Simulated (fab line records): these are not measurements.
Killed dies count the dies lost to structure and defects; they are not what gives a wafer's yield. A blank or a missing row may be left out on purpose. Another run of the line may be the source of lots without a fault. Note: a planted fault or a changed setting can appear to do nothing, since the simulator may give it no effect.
Code-filled problem report in 8D (eight disciplines) form :: flow gf180mcu :: the parts of the form that need people (team, actions taken, sign-off) are left out

1. THE PROBLEM
Mean of beam energy keV at GF_NWELL_IMPLANT_09: 184.56 across 6 wafers in 2 lots; on wafers with no fault it is 160.00 (standard deviation 0.043). So: +99 or more standard deviations from the usual mean.
First seen on wafer L295.1, day 7 06:31, on implanter-02. The record has a number at this step for 18 wafers belonging to 6 lots. Rule for "out", or "out of limits": more than 4 standard deviations from the usual mean. All remaining wafers that have a number are taken as sound.

2. WHAT IT IS AND WHAT IT IS NOT
question: which readings at this step
is: beam energy keV
is not: -

question: which lots
is: L295, L297
is not: L281, L284, L299, L301

question: which wafers of those lots
is: all that have a number
is not: -

question: read on which tools
is: implanter-02
is not: implanter-04

question: when
is: from day 7 06:31
is not: up to then (6 sound wafers); but 6 sound wafers of L299, L301 came after

3. SUSPECTS, AND WHAT RULES EACH OUT
Counting: any tool at a process step up to the reading is kept as a suspect provided that every lot that is out went through it and no sound lot did after the first of them.
- implanter-02 at GF_NWELL_IMPLANT_09: kept. It ran every lot that is out, first L295 (day 7 06:31), and no sound lot after that; its last sound lot up to then is L281 (day 3 19:47). On those wafers its own readings are out: beam energy keV.
The count leaves implanter-02 at GF_NWELL_IMPLANT_09.

4. THE CAUSE (what the simulator had put in)
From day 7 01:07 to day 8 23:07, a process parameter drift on implanter-02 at GF_NWELL_IMPLANT_09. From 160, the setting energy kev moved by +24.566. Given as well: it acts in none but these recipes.
This tool alone remained once counting was done.

5. THE CHAIN OF EFFECTS, in route order
Each row: a reading where the mean over the struck wafers with a number is more than 3 standard deviations away from the usual. Scope: only readings with a usual standard deviation given in the record; hours: median across lots of the time from each lot's start at the first step in this table that gives one to its start at this step; sigmas: change in usual standard deviations.
hours: 0
step: GF_NWELL_IMPLANT_09
reading: beam energy keV
usual: 160.00
on struck wafers: 184.56
change: +24.56
sigmas: +99 or more
It contains these process steps:
- GF_NWELL_IMPLANT_09

6. WHAT WOULD HAVE CAUGHT IT SOONER
5 hours passed between the start of the fault at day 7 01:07 and the first reading out of limits in this record, taken at day 7 06:31.
